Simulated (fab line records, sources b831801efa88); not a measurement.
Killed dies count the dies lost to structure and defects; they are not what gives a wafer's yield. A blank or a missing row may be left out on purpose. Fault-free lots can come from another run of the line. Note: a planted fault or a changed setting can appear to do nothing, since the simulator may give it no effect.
A struck lot beside a sound one    flow sky130    16 steps out of a route of 708
Sound: the wafers L862.1, L862.3, L862.4. Wafers L879.3, L879.5, L879.6 were the ones struck. At the end, the cause is stated.
Order at every step that has rows: each side's tool, ch and its chambers, its first start. Under that, the readings that differ: sound wafers    struck wafers    difference of the means    sigmas: that difference in standard deviations of wafers without a fault.
alike: words and numbers the same on both sides, and readings whose means are apart by under 2 such deviations; not compared: readings that were withheld, readings missing a value for some wafer, numbers with overlapping values and no deviation given by the record, and bounds like >300 which may hide the same value.
The two part at a step that has a row with sigmas, a row that says differs or no value, or rows on one side only. Non-overlapping numbers with no deviation appear without sigmas and do not part them. A reading missing from all wafers of one side parts the sides only when that side holds two or more wafers.

SKY_LDD_P_OVL_MEAS_08:
  struck on overlay-02, day 27 12:37; sound on overlay-02, day 20 21:20
  alike: LDD_P_OVL
after that, 1 step had no rows for these wafers: SKY_LDD_P_IMPLANT_09.
SKY_LDD_P_STRIP_10: strips in O2/N2.
  sound on plasmaAsher-04 ch 0,1, day 20 21:31; struck on plasmaAsher-04 ch 0,1, day 27 12:49
  alike: drypumpMotorCurrentA, oesProductAu, stripTimeToEndpointS
  not compared: rfHoursCounterH
SKY_LDD_P_TW_MEAS_11:
  struck on filmMetro-02, day 27 12:55; sound on filmMetro-01, day 20 21:37
  alike: LDD_P_TW
then, 7 steps without rows for these wafers: SKY_LDD_HVN_DEHYDRATE_00 (time 60 s); SKY_LDD_HVN_HMDS_01 (prime time 60 s); SKY_LDD_HVN_COAT_02 (resist thk 300 nm); SKY_LDD_HVN_SOFTBAKE_03 (time 60 s); SKY_LDD_HVN_EXPOSE_04 (exposes mask HVNTM, target cd 700 nm); SKY_LDD_HVN_PEB_05; SKY_LDD_HVN_DEVELOP_06 (develop time 60 s).
SKY_LDD_HVN_OVL_MEAS_07:
  struck on overlay-02, day 28 17:31; sound on overlay-01, day 22 03:46
  alike: LDD_HVN_OVL
SKY_LDD_HVN_IMPLANT_08:
  sound on implanter-03 ch 0, day 22 03:48; struck on implanter-03 ch 0, day 28 17:35
reading                   sound                 struck                difference  sigmas
beamEnergyKeV             60.016 60.005 59.985  48.221 48.242 48.196  -11.782     -99 or more
model.implant.rpNm (nm)   56.59 56.59 56.59     44.99 44.99 44.99     -11.60      
model.implant.drpNm (nm)  28.15 28.15 28.15     23.41 23.41 23.41     -4.74       
  alike: beamOnS, endStationPressureTorr
SKY_LDD_HVN_STRIP_09: strips in O2/N2.
  sound on plasmaAsher-04 ch 0,1, day 22 03:57; struck on plasmaAsher-02 ch 0,1, day 28 17:44
  alike: drypumpMotorCurrentA, oesProductAu, stripTimeToEndpointS
  not compared: rfHoursCounterH
SKY_LDD_HVN_TW_MEAS_10:
  struck on filmMetro-04, day 28 18:02; sound on filmMetro-04, day 22 04:03
reading     sound           struck          difference  sigmas
LDD_HVN_TW  1423 1422 1430  1345 1344 1344  -81         -6
  not compared: hold
-- record jumps: 22 days separate the struck wafers' starts on either side; left off in module LDD_HVN, taken up again in module PAD_OPEN, whose first shown step is the route's number 708 --
SKY_PAD_OPEN_PROBE_99:
  struck on prober-02, day 51 03:44; sound on prober-02, day 47 01:47
reading                               sound                 struck                difference  sigmas
killed_at_M0_to_M3                    44 46 56              39 31 32              -15         -2
model.etest.tip_n_5v.rsOhmSq          1367 1354 1364        1524 1530 1534        +168        
model.etest.nfetG5v0d10v5.vtSatV (V)  0.7597 0.7407 0.7591  0.7731 0.7876 0.7822  +0.0278     
  alike: killed_at_M4_up, killedAtContacts, killedAtFrontEnd, killedAtOther, killedDies, killedOpen, killedShort
  not compared: model.etest.nfetG5v0d10v5.rOnOhmUm, model.etest.nfetG5v0d10v5.driveUaUm, model.etest.nfetG5v0d10v5.vtV

## WHERE THEY PART
First at SKY_LDD_HVN_IMPLANT_08; last, within this record, at SKY_PAD_OPEN_PROBE_99.

WHY: the cause the simulator had injected
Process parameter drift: implanter-03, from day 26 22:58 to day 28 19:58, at SKY_LDD_HVN_IMPLANT_08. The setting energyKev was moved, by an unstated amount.
